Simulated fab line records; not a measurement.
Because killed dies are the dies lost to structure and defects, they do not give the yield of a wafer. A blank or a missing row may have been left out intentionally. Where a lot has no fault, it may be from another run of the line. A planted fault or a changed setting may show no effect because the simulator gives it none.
fab line records ; flow sky130
record lots=6; wafers=18; last-day=50
route steps=708 shown LOCAL_INTERCONNECT@388 PAD_OPEN@708
lots that met no fault: taken from a fault-free run of the same line
start-h: start of the lot's first displayed wafer, in hours after the record's first day ; wait-h: hours since the lot's step before ; " the same as in the row above ; L1.1+2: one row covering several wafers at once ; - either no value or no given start ; * or withheld: withheld ; < > ~ a bound
route shown NAME@n: a module of which the file shows steps, and the number in the route of the first ; usual: mean/standard deviation of fault-free wafers ; same: alike in all rows ; chamber/n: place in a boat ; sites: the reading at each site ; _std_site: the standard deviation of these ; _edge_site: the outer-site mean with the inner-site mean subtracted ; radius-mm: how far each site lies from the wafer's centre ; mask NAME#n: copy n ; behind: the last tool/chamber to shape the wafer ; hold: cause of the lot's hold/its duration in hours/its outcome ; device: the transistor (n, p or np) that didn't switch ; end of line: the same wafers' tests at the end of the route ; for a step that has no rows: nothing shown but its recipe ; killed: dies that structure and defects cost at the first sort, which is not the same as the wafer's yield ; map: a wafer's dies, x killed, . not, _ none there
set.NAME: the run value of the setting; set.NAME@STEP: its run value at that earlier step ; model.NAME: the simulator's own value behind a step, which no gauge read
lots seen at some steps along the route; tables by step, rows by wafer
services: when a tool's chamber went out of use (start-h, in hours from the record's first day, below 0 if earlier), for how many hours, and the reason
## steps
# step SKY_LOCAL_INTERCONNECT_RS_MEAS_01
# recipe thk-meas-gauge=four-point-probe; reads=TiN_of_LOCAL_INTERCONNECT_SPUTTER_00
# usual LOCAL_INTERCONNECT_TIN_RS=14.06/0.17
lot.wafer;tool;chamber;start-h;wait-h;LOCAL_INTERCONNECT_TIN_RS[ohm/sq]
L777.1;film-metro-01;-;784.58;0.0;13.82
L777.2;film-metro-01;-;784.58;0.0;13.88
L777.3;film-metro-01;-;784.58;0.0;13.74
L781.2;film-metro-04;-;808.48;0.1;14.16
L781.3;film-metro-04;-;808.48;0.1;14.08
L781.5;film-metro-04;-;808.48;0.1;14.12
L783.2;film-metro-01;-;829.70;0.1;14.06
L783.4;film-metro-01;-;829.70;0.1;13.94
L783.6;film-metro-01;-;829.70;0.1;14.06
L784.1;film-metro-01;-;840.06;0.0;14.42
L784.4;film-metro-01;-;840.06;0.0;14.28
L784.6;film-metro-01;-;840.06;0.0;14.50
L786.3;film-metro-01;-;849.84;0.1;14.10
L786.5;film-metro-01;-;849.84;0.1;13.90
L786.6;film-metro-01;-;849.84;0.1;14.22
L788.1;film-metro-03;-;855.81;0.0;13.99
L788.4;film-metro-03;-;855.81;0.0;14.08
L788.6;film-metro-03;-;855.81;0.0;14.13
# step SKY_LOCAL_INTERCONNECT_THK_MEAS_02
# recipe thk-meas-gauge=xrf; reads=TiN_of_LOCAL_INTERCONNECT_SPUTTER_00
# usual LOCAL_INTERCONNECT_TIN_THK=101.7/1.2
lot.wafer;tool;chamber;start-h;wait-h;LOCAL_INTERCONNECT_TIN_THK[nm]
L777.1;film-metro-01;-;784.70;0.1;102.3
L777.2;film-metro-01;-;784.70;0.1;102.0
L777.3;film-metro-01;-;784.70;0.1;103.0
L781.2;film-metro-04;-;808.59;0.1;101.3
L781.3;film-metro-04;-;808.59;0.1;102.2
L781.5;film-metro-04;-;808.59;0.1;101.8
L783.2;film-metro-01;-;829.81;0.1;101.1
L783.4;film-metro-01;-;829.81;0.1;101.8
L783.6;film-metro-01;-;829.81;0.1;100.9
L784.1;film-metro-01;-;840.18;0.1;98.9
L784.4;film-metro-01;-;840.18;0.1;100.2
L784.6;film-metro-01;-;840.18;0.1;98.4
L786.3;film-metro-01;-;849.94;0.1;101.5
L786.5;film-metro-01;-;849.94;0.1;102.5
L786.6;film-metro-01;-;849.94;0.1;100.2
L788.1;film-metro-03;-;855.93;0.1;100.8
L788.4;film-metro-03;-;855.93;0.1;100.7
L788.6;film-metro-03;-;855.93;0.1;100.1
# step SKY_LOCAL_INTERCONNECT_DEHYDRATE_03
# recipe temp-c=200; time-s=60
# step SKY_LOCAL_INTERCONNECT_HMDS_04
# recipe prime-time-s=60; prime-temp-c=120
# step SKY_LOCAL_INTERCONNECT_COAT_05
# recipe resist=BARC; temp-c=withheld; time-s=withheld; spin-rpm=3000; resist-thk-nm=60
# step SKY_LOCAL_INTERCONNECT_COAT_06
# recipe resist=KrF-thick; spin-rpm=3000; resist-thk-nm=450
# step SKY_LOCAL_INTERCONNECT_SOFTBAKE_07
# recipe temp-c=100; time-s=90; resist=KrF-thick
# step SKY_LOCAL_INTERCONNECT_EXPOSE_08
# recipe mask-id=LI1M; na=0.8; source-shape=annular; sigma-inner=0.55; sigma-outer=0.85; target-cd-nm=170; dose-mj=28
# step SKY_LOCAL_INTERCONNECT_PEB_09
# recipe peb-temp-c=withheld; peb-time-s=withheld; resist=KrF-thick
# step SKY_LOCAL_INTERCONNECT_DEVELOP_10
# recipe develop-time-s=60; resist=KrF-thick; dev-temp-c=21
# step SKY_LOCAL_INTERCONNECT_CD_MEAS_11
# recipe target-cd-nm=170
# usual cd-nm=169.9/1.4
lot.wafer;tool;chamber;start-h;wait-h;cd-nm
L777.1;cd-sem-01;-;811.83;-;171.0
L777.2;cd-sem-01;-;811.83;-;170.7
L777.3;cd-sem-01;-;811.83;-;170.1
L781.2;cd-sem-02;-;835.45;-;170.7
L781.3;cd-sem-02;-;835.45;-;171.9
L781.5;cd-sem-02;-;835.45;-;172.3
L783.2;cd-sem-02;-;855.72;-;168.7
L783.4;cd-sem-02;-;855.72;-;170.6
L783.6;cd-sem-02;-;855.72;-;167.8
L784.1;cd-sem-01;-;866.63;-;173.8
L784.4;cd-sem-01;-;866.63;-;172.0
L784.6;cd-sem-01;-;866.63;-;172.6
L786.3;cd-sem-02;-;876.22;-;168.6
L786.5;cd-sem-02;-;876.22;-;166.3
L786.6;cd-sem-02;-;876.22;-;167.2
L788.1;cd-sem-01;-;881.78;-;167.2
L788.4;cd-sem-01;-;881.78;-;169.0
L788.6;cd-sem-01;-;881.78;-;167.8
# step SKY_LOCAL_INTERCONNECT_OVL_MEAS_12
# usual LOCAL_INTERCONNECT_OVL=2/7.3
lot.wafer;tool;chamber;start-h;wait-h;LOCAL_INTERCONNECT_OVL[nm]
L777.1;overlay-02;-;811.95;0.1;-8
L777.2;overlay-02;-;811.95;0.1;-5
L777.3;overlay-02;-;811.95;0.1;-9
L781.2;overlay-02;-;835.56;0.1;5
L781.3;overlay-02;-;835.56;0.1;15
L781.5;overlay-02;-;835.56;0.1;9
L783.2;overlay-01;-;855.82;0.1;4
L783.4;overlay-01;-;855.82;0.1;0
L783.6;overlay-01;-;855.82;0.1;-2
L784.1;overlay-02;-;866.75;0.1;-1
L784.4;overlay-02;-;866.75;0.1;-7
L784.6;overlay-02;-;866.75;0.1;-8
L786.3;overlay-01;-;876.31;0.1;5
L786.5;overlay-01;-;876.31;0.1;9
L786.6;overlay-01;-;876.31;0.1;10
L788.1;overlay-02;-;881.90;0.1;-4
L788.4;overlay-02;-;881.90;0.1;0
L788.6;overlay-02;-;881.90;0.1;1
# step SKY_LOCAL_INTERCONNECT_ETCH_13
# recipe chemistry=N2/H2; target=BARC; ion-energy-ev=204.9; bias-w=100; pressure-mtorr=30; n2-flow-sccm=100; h2-flow-sccm=200; icp-w=500; stop-on=SiO2; time-s=45.9; target-depth-a=600
# usual drypump-motor-current-A=5.3/0.42; h2-flow-sccm=200.0/0.53; oes-product-au=0.855/0.0045; throttle-valve-pct=13.225/0.0091
lot.wafer;tool;chamber;start-h;wait-h;drypump-motor-current-A;h2-flow-sccm;oes-product-au;rf-hours-counter-h;throttle-valve-pct;model.KrF-thick_of_LOCAL_INTERCONNECT_COAT_06.thk-nm;model.LOCAL_INTERCONNECT.cd-nm;model.SiO2_of_SONOS_ONO_CVD_04.thk-nm
L777.1;rie-metal-03;0;811.99;0.0;5.8;199.8;0.858;10;13.220;390;170.7;4.421
L777.2;rie-metal-03;1;811.99;0.0;5.2;201.4;0.853;13;13.208;391.6;171;4.36
L777.3;rie-metal-03;0;811.99;0.0;5.8;199.9;0.851;-;13.222;390.7;169.9;4.31
L781.2;rie-metal-01;0;835.59;0.0;5.6;199.4;0.851;9;13.213;391.8;171.1;4.25
L781.3;rie-metal-01;1;835.59;0.0;5.1;200.0;0.849;-;13.217;394.1;172.5;4.21
L781.5;rie-metal-01;1;835.59;0.0;5.1;199.4;0.851;-;13.233;393.9;172.6;4.263
L783.2;rie-metal-03;0;855.85;0.0;5.8;199.7;0.854;11;13.226;372.2;164.3;3.145
L783.4;rie-metal-03;0;855.85;0.0;5.8;200.4;0.860;-;13.232;370.6;166.8;3.1
L783.6;rie-metal-03;1;855.85;0.0;5.2;199.7;0.854;-;13.228;393.1;167.7;4.148
L784.1;rie-metal-03;0;866.79;0.0;5.8;199.3;0.866;12;13.229;370.1;169.5;3.33
L784.4;rie-metal-03;1;866.79;0.0;5.2;199.9;0.856;-;13.216;393.5;171.7;4.266
L784.6;rie-metal-03;0;866.79;0.0;5.8;200.1;0.850;-;13.219;369.3;168.2;3.221
L786.3;rie-metal-01;1;876.36;0.0;5.1;198.5;0.853;-;13.219;394.6;167.9;4.02
L786.5;rie-metal-01;0;876.36;0.0;5.6;199.6;0.851;-;13.229;391.7;166.3;4.043
L786.6;rie-metal-01;1;876.36;0.0;5.1;198.8;0.857;-;13.214;393.7;166.9;3.994
L788.1;rie-metal-01;1;881.94;0.0;5.1;200.4;0.848;7;13.209;393.7;166.8;4.228
L788.4;rie-metal-01;1;881.94;0.0;5.1;200.1;0.847;-;13.233;394.8;169.4;4.227
L788.6;rie-metal-01;0;881.94;0.0;5.6;200.2;0.850;-;13.224;392.3;167.4;4.301
# step SKY_LOCAL_INTERCONNECT_METAL_ETCH_14
# recipe target-depth-nm=110; stop-on=PSG; chemistry=Cl2/BCl3; target=TiN; resist-sidewall-deg=88; pressure-mtorr=10; icp-w=900; bias-w=48.5; Cl2_flow_sccm=60; bcl3-flow-sccm=30; time-s=31.4
# usual drypump-motor-current-A=5.3/0.42; oes-product-au=0.945/0.008; throttle-valve-pct=21.898/0.009
lot.wafer;tool;chamber;start-h;wait-h;drypump-motor-current-A;oes-product-au;rf-hours-counter-h;throttle-valve-pct;model.KrF-thick_of_LOCAL_INTERCONNECT_COAT_06.thk-nm;model.LOCAL_INTERCONNECT.cd-nm
L777.1;rie-metal-03;0;812.05;0.0;5.8;0.950;10;21.904;345.4;170
L777.2;rie-metal-03;1;812.05;0.0;5.2;0.950;13;21.888;347.9;170.4
L777.3;rie-metal-03;0;812.05;0.0;5.8;0.956;-;21.891;346.2;169.2
L781.2;rie-metal-01;0;835.65;0.0;5.5;0.942;9;21.905;346.6;171
L781.3;rie-metal-01;1;835.65;0.0;5.0;0.942;-;21.888;350.1;173.6
L781.5;rie-metal-01;1;835.65;0.0;5.1;0.940;-;21.901;350.1;173.1
L783.2;rie-metal-03;0;855.92;0.0;5.8;0.950;11;21.895;327.7;164.1
L783.4;rie-metal-03;0;855.92;0.0;5.8;0.949;-;21.889;326.3;166.1
L783.6;rie-metal-03;1;855.92;0.0;5.2;0.948;-;21.892;349.2;167.7
L784.1;rie-metal-03;0;866.85;0.0;5.8;0.935;12;21.911;325.8;169
L784.4;rie-metal-03;1;866.85;0.0;5.3;0.945;-;21.908;349.4;171.5
L784.6;rie-metal-03;0;866.85;0.0;5.8;0.925;-;21.903;325;168.1
L786.3;rie-metal-01;1;876.42;0.0;5.0;0.941;-;21.900;351.4;168.8
L786.5;rie-metal-01;0;876.42;0.0;5.6;0.950;-;21.909;347.5;165.9
L786.6;rie-metal-01;1;876.42;0.0;5.1;0.937;-;21.904;350.6;168.1
L788.1;rie-metal-01;1;882.00;0.0;5.1;0.952;7;21.893;350.9;167.7
L788.4;rie-metal-01;1;882.00;0.0;5.1;0.942;-;21.908;351.4;169.4
L788.6;rie-metal-01;0;882.00;0.0;5.6;0.943;-;21.878;348.1;166.9
# step SKY_LOCAL_INTERCONNECT_STRIP_15
# recipe chemistry=O2/N2; power-w=1400; pressure-mtorr=1500; platen-temp-c=withheld; o2-flow-sccm=3000; n2-flow-sccm=300; overash-fraction=0.5
# usual drypump-motor-current-A=5.6/0.41; oes-product-au=0.427/0.0049; strip-time-to-endpoint-s=4.722/0.021
lot.wafer;tool;chamber;start-h;wait-h;drypump-motor-current-A;oes-product-au;rf-hours-counter-h;strip-time-to-endpoint-s
L777.1;plasma-asher-01;0;812.10;0.0;5.5;0.434;38;4.682
L777.2;plasma-asher-01;1;812.10;0.0;6.1;0.429;38;4.733
L777.3;plasma-asher-01;1;812.10;0.0;6.2;0.430;-;4.673
L781.2;plasma-asher-03;1;835.70;0.0;5.5;0.423;73;4.702
L781.3;plasma-asher-03;0;835.70;0.0;5.3;0.432;-;4.743
L781.5;plasma-asher-03;0;835.70;0.0;5.3;0.433;-;4.730
L783.2;plasma-asher-03;0;855.97;0.0;5.3;0.419;75;4.499
L783.4;plasma-asher-03;0;855.97;0.0;5.3;0.412;-;4.482
L783.6;plasma-asher-03;1;855.97;0.0;5.5;0.428;-;4.735
L784.1;plasma-asher-03;1;866.90;0.0;5.5;0.422;76;4.471
L784.4;plasma-asher-03;1;866.90;0.0;5.5;0.420;-;4.726
L784.6;plasma-asher-03;0;866.90;0.0;5.3;0.421;-;4.474
L786.3;plasma-asher-04;0;876.48;0.1;5.1;0.428;-;4.762
L786.5;plasma-asher-04;0;876.48;0.1;5.1;0.419;-;4.713
L786.6;plasma-asher-04;1;876.48;0.1;6.4;0.427;-;4.733
L788.1;plasma-asher-04;1;882.05;0.0;6.3;0.426;110;4.741
L788.4;plasma-asher-04;1;882.05;0.0;6.3;0.432;-;4.757
L788.6;plasma-asher-04;0;882.05;0.0;5.1;0.414;-;4.705
# step SKY_LOCAL_INTERCONNECT_STRIP_16
# recipe chemistry=post-etch-residue-remover; time-s=1200; temp-c=72.5
# step SKY_PAD_OPEN_PROBE_99
# usual killed_at_M0_to_M3=44/6.3; killed_at_M4_up=3.1/1.8; killed-at-contacts=25/5.1; killed-at-front-end=15/4.1; killed-at-other=0.3/0.71; killed-dies=87/8.8; killed-open=47/6.8; killed-short=40/6.7
# same gross-dies=492; killed-at-back-side=0
lot.wafer;tool;chamber;start-h;wait-h;killed_at_M0_to_M3;killed_at_M4_up;killed-at-contacts;killed-at-front-end;killed-at-other;killed-dies;killed-open;killed-short;model.etest.res-li.line-ohm-um
L777.1;prober-02;-;1154.85;0.1;51;3;25;16;0;95;47;48;74.89
L777.2;prober-02;-;1154.90;0.1;46;3;26;15;0;90;56;34;73.86
L777.3;prober-02;-;1154.95;0.2;49;2;20;17;0;88;44;44;73.8
L781.2;prober-02;-;1172.00;0.1;36;4;18;7;0;65;30;35;75.21
L781.3;prober-02;-;1172.05;0.2;36;2;20;15;0;73;45;28;74.15
L781.5;prober-02;-;1172.15;0.2;50;0;21;8;1;80;43;37;73.45
L783.2;prober-02;-;1186.10;0.1;37;0;24;20;0;81;38;43;78.21
L783.4;prober-02;-;1186.20;0.2;36;5;28;23;0;92;52;40;75.89
L783.6;prober-02;-;1186.30;0.2;42;1;28;14;2;87;51;35;76.28
L784.1;prober-01;-;1191.67;0.1;37;1;25;10;0;73;31;42;77
L784.4;prober-01;-;1191.82;0.2;52;3;23;16;1;95;40;55;76.02
L784.6;prober-01;-;1191.92;0.2;38;5;26;10;0;79;36;43;78.07
L786.3;prober-01;-;1197.61;0.2;39;2;25;19;0;85;54;31;75.93
L786.5;prober-01;-;1197.71;0.2;45;4;25;15;3;92;48;42;75.94
L786.6;prober-01;-;1197.76;0.2;38;1;32;24;0;95;49;46;76.75
L788.1;prober-01;-;1202.74;0.1;46;4;17;13;0;80;43;37;76.29
L788.4;prober-01;-;1202.89;0.2;40;5;25;10;0;80;41;39;75.44
L788.6;prober-01;-;1202.99;0.2;49;4;16;15;0;84;47;37;76.86
# killed by level:class
L777.1 VIA1:geometric-particle:open=15 VIA1:geometric-particle:short=10 LI_CONTACT:geometric-particle:open=9 POLY_GATE:geometric-particle:short=8 CONTACT:geometric-particle:open=7 METAL1:geometric-particle:short=6 VIA2:geometric-particle:open=6 FIELD_ISO:geometric-particle:short=4
L777.2 VIA1:geometric-particle:open=12 CONTACT:geometric-particle:open=11 LI_CONTACT:geometric-particle:open=9 METAL2:geometric-particle:short=9 VIA3:geometric-particle:open=9 METAL1:geometric-particle:short=6 FIELD_ISO:geometric-particle:open=5 LOCAL_INTERCONNECT:geometric-particle:short=5
L777.3 VIA1:geometric-particle:open=11 FIELD_ISO:geometric-particle:short=7 METAL2:geometric-particle:short=7 VIA2:geometric-particle:open=6 VIA3:geometric-particle:open=6 LI_CONTACT:geometric-particle:open=5 LI_CONTACT:geometric-particle:short=4 LOCAL_INTERCONNECT:geometric-particle:short=4
L781.2 VIA1:geometric-particle:open=8 METAL2:geometric-particle:short=6 VIA3:geometric-particle:open=6 CONTACT:geometric-particle:short=5 CONTACT:geometric-particle:open=5 LI_CONTACT:geometric-particle:short=4 LI_CONTACT:geometric-particle:open=4 METAL1:geometric-particle:short=4
L781.3 VIA1:geometric-particle:open=14 CONTACT:geometric-particle:open=8 POLY_GATE:geometric-particle:open=6 VIA2:geometric-particle:open=6 LI_CONTACT:geometric-particle:open=4 CONTACT:geometric-particle:short=4 FIELD_ISO:geometric-particle:short=3 POLY_GATE:geometric-particle:short=3
L781.5 VIA2:geometric-particle:open=12 VIA1:geometric-particle:open=9 CONTACT:geometric-particle:open=7 METAL2:geometric-particle:short=6 LI_CONTACT:geometric-particle:open=6 VIA1:geometric-particle:short=5 POLY_GATE:geometric-particle:short=4 CONTACT:geometric-particle:short=4
L783.2 CONTACT:geometric-particle:open=8 POLY_GATE:geometric-particle:short=7 METAL2:geometric-particle:short=7 POLY_GATE:geometric-particle:open=6 LI_CONTACT:geometric-particle:short=6 VIA3:geometric-particle:open=5 VIA2:geometric-particle:open=5 LI_CONTACT:geometric-particle:open=4
L783.4 CONTACT:geometric-particle:open=13 POLY_GATE:geometric-particle:open=8 VIA1:geometric-particle:open=8 POLY_GATE:geometric-particle:short=7 LI_CONTACT:geometric-particle:open=7 VIA2:geometric-particle:open=5 VIA3:geometric-particle:short=4 METAL3:geometric-particle:short=4
L783.6 CONTACT:geometric-particle:open=13 LI_CONTACT:geometric-particle:open=9 VIA1:geometric-particle:open=9 VIA1:geometric-particle:short=6 VIA2:geometric-particle:open=6 VIA3:geometric-particle:open=5 METAL2:geometric-particle:short=5 FIELD_ISO:geometric-particle:short=4
L784.1 LI_CONTACT:geometric-particle:open=7 VIA1:geometric-particle:open=6 CONTACT:geometric-particle:open=6 METAL2:geometric-particle:short=6 METAL1:geometric-particle:short=5 LOCAL_INTERCONNECT:geometric-particle:short=4 CONTACT:geometric-particle:short=4 VIA1:geometric-particle:short=4
L784.4 FIELD_ISO:geometric-particle:short=9 VIA2:geometric-particle:open=9 LOCAL_INTERCONNECT:geometric-particle:short=8 VIA1:geometric-particle:open=8 METAL2:geometric-particle:short=7 LI_CONTACT:geometric-particle:open=6 METAL1:geometric-particle:short=6 VIA2:geometric-particle:short=6
L784.6 METAL1:geometric-particle:short=9 LI_CONTACT:geometric-particle:open=7 CONTACT:geometric-particle:short=6 CONTACT:geometric-particle:open=6 VIA3:geometric-particle:open=6 VIA1:geometric-particle:open=5 VIA1:geometric-particle:short=4 LI_CONTACT:geometric-particle:short=4
L786.3 VIA1:geometric-particle:open=13 LI_CONTACT:geometric-particle:open=8 CONTACT:geometric-particle:short=6 VIA2:geometric-particle:open=6 VIA3:geometric-particle:open=6 FIELD_ISO:geometric-particle:short=5 CONTACT:geometric-particle:open=5 FIELD_ISO:geometric-particle:open=4
L786.5 VIA1:geometric-particle:open=15 CONTACT:geometric-particle:open=9 VIA2:geometric-particle:open=9 METAL1:geometric-particle:short=6 CONTACT:geometric-particle:short=6 FIELD_ISO:geometric-particle:open=5 LOCAL_INTERCONNECT:geometric-particle:short=5 POLY_GATE:geometric-particle:short=4
L786.6 LOCAL_INTERCONNECT:geometric-particle:short=13 VIA1:geometric-particle:open=11 FIELD_ISO:geometric-particle:short=7 POLY_GATE:geometric-particle:open=6 LI_CONTACT:geometric-particle:open=6 CONTACT:geometric-particle:open=6 FIELD_ISO:geometric-particle:open=5 CONTACT:geometric-particle:short=5
L788.1 VIA1:geometric-particle:open=10 CONTACT:geometric-particle:open=7 VIA3:geometric-particle:open=6 METAL1:geometric-particle:short=5 FIELD_ISO:geometric-particle:open=4 LI_CONTACT:geometric-particle:open=4 METAL2:geometric-particle:short=4 LOCAL_INTERCONNECT:geometric-particle:short=4
L788.4 VIA1:geometric-particle:open=10 CONTACT:geometric-particle:open=8 LI_CONTACT:geometric-particle:open=6 METAL3:geometric-particle:short=6 METAL1:geometric-particle:short=5 LOCAL_INTERCONNECT:geometric-particle:short=5 METAL4:geometric-particle:short=5 FIELD_ISO:geometric-particle:open=4
L788.6 VIA1:geometric-particle:open=14 VIA1:geometric-particle:short=8 VIA3:geometric-particle:open=8 METAL1:geometric-particle:short=7 POLY_GATE:geometric-particle:open=6 CONTACT:geometric-particle:open=5 VIA2:geometric-particle:open=4 POLY_GATE:geometric-particle:short=4
## services
tool;chamber;start-h;hours;kind
plasma-asher-03;-;817.15;2.2;repair
plasma-asher-01;-;825.64;5.8;repair
plasma-asher-04;-;868.70;3.2;repair
## key
first-sign step=SKY_LOCAL_INTERCONNECT_STRIP_15; reading=strip-time-to-endpoint-s; direction=down; sigmas=11; usual=*; struck=*
effect none on later readings
model-effect step=SKY_LOCAL_INTERCONNECT_ETCH_13; value=KrF-thick_of_LOCAL_INTERCONNECT_COAT_06.thk-nm; without=392.1; struck=370.5
model-effect step=SKY_LOCAL_INTERCONNECT_METAL_ETCH_14; value=KrF-thick_of_LOCAL_INTERCONNECT_COAT_06.thk-nm; without=347.8; struck=326.2
model-effect step=SKY_PAD_OPEN_PROBE_99; value=etest.res-li.line-ohm-um; without=75.41; struck=77.29
met-at SKY_LOCAL_INTERCONNECT_ETCH_13
struck-wafers L783.2,L783.4,L784.1,L784.6
tester-left-out L783,L784
onset-between 811.99 855.85
fault kind=process-parameter-drift; tool=rie-metal-03; chamber=0; onset-h=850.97; steps=SKY_LOCAL_INTERCONNECT_ETCH_13; channel=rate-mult; offset=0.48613; shape=step; end-h=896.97
# tester-left-out: of these lots the tester's yield and bins aren't shown, on N5 and GAA mostly nor the transistor test; their killed dies are dies lost to structure and defects alone, not to doping, threshold or leakage, so they don't give the yield
